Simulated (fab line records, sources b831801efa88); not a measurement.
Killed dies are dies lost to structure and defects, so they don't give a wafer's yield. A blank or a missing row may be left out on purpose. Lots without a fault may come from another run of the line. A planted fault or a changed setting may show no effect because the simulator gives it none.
Chamber matching | flow gf180mcu | GF_V4_CMP_26 on cmp-02: 4 sister chambers
The step polishes, stops on SiO2, t overpolish 15 s, target thk 0 nm. 8 wafers are shown with their chamber, then 7 later ones without.

WAFERS WITH THEIR CHAMBER
wafer  | chamber | motor_current_A (A) | time_to_endpoint_s (s)
L645.1 | 2       | 10.9                | 86
L647.1 | 3       | 12.1                | 86
L647.2 | 1       | 9.7                 | 87
L647.4 | 2       | 11.0                | 86
L650.2 | 3       | 12.2                | 81
L650.6 | 0       | 11.5                | 79
L653.1 | 0       | 11.1                | 79
L653.3 | 1       | 9.6                 | 85

WAFERS WITHOUT THEIR CHAMBER
wafer  | motor_current_A (A) | time_to_endpoint_s (s)
L653.5 | 10.0                | 83
L662.1 | 12.2                | 79
L662.4 | 11.1                | 80
L662.5 | 12.7                | 80
L663.1 | 12.1                | 78
L663.5 | 10.0                | 79
L663.6 | 11.2                | 84

WHICH CHAMBER EACH WENT THROUGH
wafer  | from the rows above     | in truth
L653.5 | 1                       | 1
L662.1 | 3                       | 3
L662.4 | can't be placed: 0 or 2 | 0
L662.5 | 3                       | 3
L663.1 | 3                       | 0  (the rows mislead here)
L663.5 | 1                       | 1
L663.6 | can't be placed: 2 or 0 | 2
Placed correctly: 4 of 7. Can't be placed from these rows: 2 (the true chamber is among the candidates in 2). Placed wrongly: 1.
How it was worked out, from the rows above alone: a wafer's distance from a chamber is the root of the sum, over the readings, of the square of ((its reading less the chamber's mean) divided by the reading's scatter). The wafer belongs to the nearest chamber; if the next one is less than 2 further off, it can't be placed. A chamber's mean is the mean of its shown wafers. The scatter: the root of (the sum of the squares of (reading less its chamber's mean) over the shown wafers, divided by (wafers less chambers)).
